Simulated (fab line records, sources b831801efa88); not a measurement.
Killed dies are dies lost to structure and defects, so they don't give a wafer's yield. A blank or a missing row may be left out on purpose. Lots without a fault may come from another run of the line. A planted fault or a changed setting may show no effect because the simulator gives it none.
One fault seen from 2 desks | flow gf180mcu | each desk has only its own numbers; what lay behind them comes last

THE TOOL OWNER'S DESK: pvd_sputter-02
The tool's own readings at GF_M3_SPUTTER_04 (material TiN, target thk 50 nm, time 41.7 s): means of the sampled wafers that have a number, for each lot that ran on this tool. A lot is out of limits, marked OUT, if its mean lies more than 4 standard deviations from the usual mean; the brackets give that distance.
Columns: A = chamber_pressure_pa at GF_M3_SPUTTER_04, usual 0.4000 Pa; B = throttle_valve_pct at GF_M3_SPUTTER_04, usual 30.4 %
lot  | first seen here | A                | B
L824 | day 21 20:37    | 0.3998           | 30.8
L838 | day 26 13:20    | 0.3571 (-53) OUT | 32.2
L837 | day 26 15:14    | 0.3567 (-53) OUT | 32.0
This desk's finding: out of limits on L837, L838; first on L838, day 26 13:20 (chamber_pressure_pa at GF_M3_SPUTTER_04). In limits: L824.

THE METROLOGY DESK
What the gauges read, lot by lot, whatever tool the lot ran on: means of the sampled wafers that have a number. A lot is out of limits, marked OUT, if its mean lies more than 4 standard deviations from the usual mean; the brackets give that distance. Of its 9 readings 7 are shown: those that lie furthest out on some lot.
Columns: A = V2_W_RS at GF_V2_RS_MEAS_24, usual 0.325 ohm/sq; B = V2_W_THK at GF_V2_THK_MEAS_25, usual 346 nm; C = M3_ALCU_THK at GF_M3_THK_MEAS_06, usual 451 nm; D = cd_nm at GF_M3_CD_MEAS_14, usual 280.4 nm; E = V3_CVD_00_THK at GF_V3_THK_MEAS_01, usual 598 nm; F = V3_CVD_02_THK at GF_V3_THK_MEAS_03, usual 848 nm; G = V3_BOW at GF_V3_BOW_MEAS_05, usual 116 um
lot  | first seen here | A     | B   | C   | D     | E   | F   | G
L824 | day 21 19:59    | 0.322 | 352 | 448 | 282.0 | 595 | 852 | 110
L828 | day 23 14:44    | 0.328 | 340 | 453 | 280.4 | 589 | 849 | 128
L838 | day 26 12:41    | 0.323 | 347 | 452 | 280.9 | 597 | 845 | 115
L837 | day 26 14:34    | 0.319 | 351 | 450 | 279.8 | 599 | 843 | 120
L841 | day 27 07:14    | 0.325 | 344 | 446 | 278.0 | 599 | 859 | 121
L842 | day 27 18:41    | 0.320 | 346 | 444 | 281.2 | 592 | 851 | 107
This desk's finding: nothing out of limits on any of the 6 lots.

PUT TOGETHER
The tool owner's desk could have raised an alarm at day 26 13:20, on L837, L838.
The metrology desk saw nothing out of limits.
The metrology desk has L837, L838 on record, within its limits.
Of the lots named, all ran GF_M3_SPUTTER_04 on pvd_sputter-02.

WHAT THE SIMULATOR HAD PUT IN
Process parameter drift: pvd_sputter-02, from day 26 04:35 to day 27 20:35, at GF_M3_SPUTTER_04. Setting chamber_pressure_pa, moved by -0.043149, from 0.4. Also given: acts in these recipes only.
Lots struck among those shown: L837, L838.
Hours from the fault's start to each desk's first reading out of limits: the tool owner's desk, 9.
